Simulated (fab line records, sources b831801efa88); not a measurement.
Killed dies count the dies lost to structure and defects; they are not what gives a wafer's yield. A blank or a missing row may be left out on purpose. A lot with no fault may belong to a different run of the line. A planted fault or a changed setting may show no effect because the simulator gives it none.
Comparing a struck lot with a sound one	flow sky130	16 steps out of a route of 708
Sound: the wafers L476.1, L476.3, L476.4. Struck: wafers L478.2, L478.6. (L478.5 of the same lot was not struck and is left out.) The cause comes at the end.
Per side, at each step with rows, come the tool, then ch with its chambers, and then its first start. Under that, the readings that differ: sound wafers	struck wafers	difference of the means	sigmas: that difference in standard deviations of wafers without a fault.
alike: readings with means less than 2 such deviations apart, plus words and numbers identical on both sides. not compared: withheld readings, readings lacking a value on some wafer, bounds such as >300 that could conceal the same value, and numbers that have no deviation in the record and whose values overlap.
The two part at a step that has a row with sigmas, a row that says differs or no value, or rows on one side only. Numbers that don't overlap but have no deviation are shown without sigmas and don't part them. A reading missing from all wafers of one side parts the sides only when that side holds two or more wafers.

first, 9 steps without rows for these wafers: SKY_CAP2M_CLEAN_17 (cleans in O3/DIW); SKY_METAL4_DEHYDRATE_05 (time 60 s); SKY_METAL4_HMDS_06 (prime time 60 s); SKY_METAL4_COAT_07 (resist thk 60 nm); SKY_METAL4_COAT_08 (resist thk 1140 nm); SKY_METAL4_SOFTBAKE_09 (time 90 s); SKY_METAL4_EXPOSE_10 (exposes mask MM4, target cd 300 nm); SKY_METAL4_PEB_11; SKY_METAL4_DEVELOP_12 (develop time 60 s).
SKY_METAL4_CD_MEAS_13 targets a cd of 300 nm.
  struck on cd sem-02, day 43 16:40; sound on cd sem-01, day 43 11:25
  alike: cd nm
SKY_METAL4_OVL_MEAS_14:
  struck on overlay-02, day 43 16:46; sound on overlay-01, day 43 11:32
  alike: METAL4_OVL
SKY_METAL4_DESCUM_15: chemistry O2, time 8 s.
  sound on rie metal-03 ch 1, day 43 11:35; struck on rie metal-01 ch 0,1, day 43 16:47
  alike: drypump motor current A, oes product au
  not compared: rf hours counter h
SKY_METAL4_ETCH_16: etches BARC in N2/H2, stops on SiO2, time 88.2 s, target depth 60 nm.
  sound on rie metal-03 ch 1, day 43 11:38; struck on rie metal-01 ch 0,1, day 43 16:49
reading	sound	struck	difference	sigmas
oes product au (a.u.)	0.622 0.622 0.616	0.835 0.838	+0.217	+48
run length s (s)	116.2 116.5 116.5	90.0 89.6	-26.6	-28
model.KrF-thick_of_METAL4_COAT_08.thk nm (nm)	1070 1074 1075	1095 1086	+18	
model.METAL4.cd nm (nm)	299.4 299.8 299.7	304.6 301	+3.2	
  alike: drypump motor current A, h2 flow sccm, throttle valve pct
  not compared: rf hours counter h
SKY_METAL4_ETCH_17: etches SiO2 in C4F8/O2/Ar, stops on TiN, time 3.9 s, target depth 15 nm.
  sound on rie diel-01 ch 0,1,3, day 43 11:50; struck on rie diel-01 ch 0,3, day 43 16:55
reading	sound	struck	difference	sigmas
model.METAL4.cd nm (nm)	299.4 299.9 299.6	304.6 301.1	+3.2	
  alike: oes product au
  not compared: rf hours counter h
SKY_METAL4_METAL_ETCH_18: etches the open film in Cl2/BCl3, stops on SiO2, target depth 845 nm, time 183.1 s.
  sound on rie metal-02 ch 0,1, day 43 11:52; struck on rie metal-03 ch 1, day 43 17:00
reading	sound	struck	difference	sigmas
drypump motor current A (A)	5.7 5.6 5.7	6.5 6.5	+0.8	+2
  alike: oes product au, run length s, throttle valve pct
  not compared: rf hours counter h
then, 1 step without rows for these wafers: SKY_PAD_OPEN_PROBE_99.

== WHERE THEY PART ==
Earliest at SKY_METAL4_ETCH_16; latest, in this record, at SKY_METAL4_METAL_ETCH_18.

WHY: what the simulator had put in
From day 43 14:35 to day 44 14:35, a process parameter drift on rie metal-01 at SKY_METAL4_ETCH_16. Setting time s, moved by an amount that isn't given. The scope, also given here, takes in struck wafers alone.
